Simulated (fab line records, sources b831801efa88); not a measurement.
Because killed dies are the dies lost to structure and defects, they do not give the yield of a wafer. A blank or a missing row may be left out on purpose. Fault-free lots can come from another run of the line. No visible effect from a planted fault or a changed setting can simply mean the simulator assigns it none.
Comparing a struck lot with a sound one | flow sky130 | 15 out of 708 route steps
Sound: these wafers, L966.1, L966.4, L966.5. Wafers struck: L971.3, L971.4, L971.5. The cause comes at the end.
Order at every step that has rows: each side's tool, ch and its chambers, its first start. Under that, the readings that differ: sound wafers | struck wafers | difference of the means | sigmas: that difference in standard deviations of wafers without a fault.
alike: readings with means less than 2 such deviations apart, plus words and numbers identical on both sides. not compared: withheld readings, readings lacking a value on some wafer, bounds such as >300 that could conceal the same value, and numbers that have no deviation in the record and whose values overlap.
The two part at a step that has a row with sigmas, a row that says differs or no value, or rows on one side only. Numbers that don't overlap but have no deviation are shown without sigmas and don't part them. A reading missing from all wafers of one side parts the sides only when that side holds two or more wafers.

first, 1 step without rows for these wafers: SKY_FIELD_ISO_CVD_03 (deposits Si3N4 from DCS/NH3, target thk 165 nm, time 2830 s).
SKY_FIELD_ISO_THK_MEAS_04:
  struck on film-metro-03, day 4 03:54; sound on film-metro-01, day 3 00:29
  reading                   | sound             | struck            | difference | sigmas
  FIELD_ISO_CVD_03_THK (nm) | 164.3 164.8 164.2 | 168.8 169.3 168.5 | +4.4       | +3
then, 8 steps without rows for these wafers: SKY_FIELD_ISO_DEHYDRATE_05 (time 60 s); SKY_FIELD_ISO_HMDS_06 (prime time 60 s); SKY_FIELD_ISO_COAT_07 (resist thk 60 nm); SKY_FIELD_ISO_COAT_08 (resist thk 450 nm); SKY_FIELD_ISO_SOFTBAKE_09 (time 90 s); SKY_FIELD_ISO_EXPOSE_10 (exposes mask FOM, target cd 150 nm); SKY_FIELD_ISO_PEB_11; SKY_FIELD_ISO_DEVELOP_12 (develop time 60 s).
SKY_FIELD_ISO_CD_MEAS_13 targets a cd of 150 nm.
  struck on cd-sem-02, day 4 20:29; sound on cd-sem-02, day 3 15:59
  alike: cd-nm
SKY_FIELD_ISO_ETCH_14: etches BARC in N2/H2, stops on SiO2, time 45.9 s, target depth 60 nm.
  sound on rie-diel-04 ch 0,1,3, day 3 16:07; struck on rie-diel-04 ch 0,1, day 4 20:34
  alike: drypump-motor-current-A, n2-flow-sccm, oes-product-au, rf-fwd-power-W, throttle-valve-pct
  not compared: rf-hours-counter-h
SKY_FIELD_ISO_ETCH_15: etches the open film in CHF3/O2, stops on Si, target depth 180 nm, time 72 s.
  sound on rie-diel-04 ch 0,1,3, day 3 16:10; struck on rie-diel-04 ch 0,1, day 4 20:37
  reading            | sound             | struck            | difference | sigmas
  rf-fwd-power-W (W) | 594.1 589.5 593.3 | 498.1 494.8 497.5 | -95.5      | -40
  alike: drypump-motor-current-A, oes-product-au, throttle-valve-pct
  not compared: rf-hours-counter-h, model.KrF-thick_of_FIELD_ISO_COAT_08.thk-nm
SKY_FIELD_ISO_STRIP_16: strips in O2/N2.
  sound on plasma-asher-01 ch 0, day 3 16:13; struck on plasma-asher-04 ch 0,1, day 4 20:42
  alike: drypump-motor-current-A, n2-flow-sccm, oes-product-au, strip-time-to-endpoint-s
  not compared: rf-hours-counter-h
-- here the record skips 44 days between the struck wafers' starts before and after, leaving off in module FIELD_ISO and picking up in module PAD_OPEN (first step shown: number 708 of the route) --
SKY_PAD_OPEN_PROBE_99:
  struck on prober-01, day 49 02:49; sound on prober-01, day 47 12:10
  alike: killed_at_M0_to_M3, killed_at_M4_up, killed-at-contacts, killed-at-front-end, killed-at-other, killed-dies, killed-open, killed-short

WHERE THEY PART
Earliest at SKY_FIELD_ISO_THK_MEAS_04; latest, in this record, at SKY_FIELD_ISO_ETCH_15. Later steps at which nothing parts them and some readings are alike: SKY_FIELD_ISO_STRIP_16, SKY_PAD_OPEN_PROBE_99.

WHY: whatever the simulator had introduced
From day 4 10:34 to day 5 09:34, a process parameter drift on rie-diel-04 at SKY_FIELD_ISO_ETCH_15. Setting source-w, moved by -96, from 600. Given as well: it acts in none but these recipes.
